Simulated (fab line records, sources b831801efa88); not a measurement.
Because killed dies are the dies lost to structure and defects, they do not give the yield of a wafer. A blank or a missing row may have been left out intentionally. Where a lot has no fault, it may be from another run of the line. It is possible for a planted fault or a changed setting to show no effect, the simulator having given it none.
A single fault, viewed from 2 desks	flow gf180mcu	each desk has only its own numbers; what lay behind them comes last

AT THE TOOL OWNER'S DESK: hdpcvd-02
The tool's own readings at GF_V4_CVD_00 (deposits SiO2, target thk 600 nm, time 100 s): means of the sampled wafers that have a number, for each lot that ran on this tool. If a lot's mean is further than 4 standard deviations from the usual mean, the lot is out of limits and carries the mark OUT (the distance appears in the brackets).
Columns: A = sih4FlowSccm at GF_V4_CVD_00, usual 60.00 sccm
lot	first seen here	A
L744	day 24 02:52	59.89
L745	day 24 05:25	60.14
L747	day 25 03:50	60.04
L749	day 25 23:45	59.82
L751	day 26 07:19	59.98
L757	day 28 05:42	69.93 (+55) OUT
L759	day 28 17:38	79.94 (+99 or more) OUT
Finding of this desk: L757, L759 out of limits; the first was L757 at day 28 05:42, on sih4FlowSccm at GF_V4_CVD_00. Within limits: L744, L745, L747, L749, L751.

THE METROLOGY DESK
What the gauges read, lot by lot, whatever tool the lot ran on: means of the sampled wafers that have a number. If a lot's mean is further than 4 standard deviations from the usual mean, the lot is out of limits and carries the mark OUT (the distance appears in the brackets).
Columns: A = V3_CVD_00_THK at GF_V3_THK_MEAS_01, usual 584 nm; B = V4_CVD_00_THK at GF_V4_THK_MEAS_01, usual 599 nm
lot	first seen here	A	B
L744	day 21 23:39	583	593
L745	day 22 04:16	584	598
L747	day 23 03:28	586	596
L748	day 23 10:22	583	597
L749	day 24 02:19	568	595
L751	day 24 09:51	581	585
L757	day 26 09:42	591	692 (+14) OUT
L759	day 26 22:47	585	789 (+28) OUT
L760	day 27 04:46	588	604
L761	day 27 21:40	580	612
L762	day 28 01:22	591	602
L763	day 28 01:59	584	603
L764	day 28 07:33	596	602
Per this desk, out of limits: L757, L759; the first was L757, day 28 05:46 (V4_CVD_00_THK at GF_V4_THK_MEAS_01). Within limits: L744, L745, L747, L748, L749, L751, L760, L761, L762, L763, L764.

TAKEN TOGETHER
An alarm could have come from the tool owner's desk at day 28 05:42, on L757, L759.
On L757, L759, the metrology desk was in a position to raise an alarm at day 28 05:46.
Every lot named ran GF_V4_CVD_00 on hdpcvd-02.

WHAT THE SIMULATOR PUT IN
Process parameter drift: hdpcvd-02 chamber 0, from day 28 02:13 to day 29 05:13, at GF_V4_CVD_00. From 60, the setting sih4FlowSccm moved by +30. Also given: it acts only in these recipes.
Shown lots that were struck: L757, L759.
Delay (hours) between the fault's onset and each desk's first out-of-limits reading: 3 at the tool owner's desk, 4 at the metrology desk.
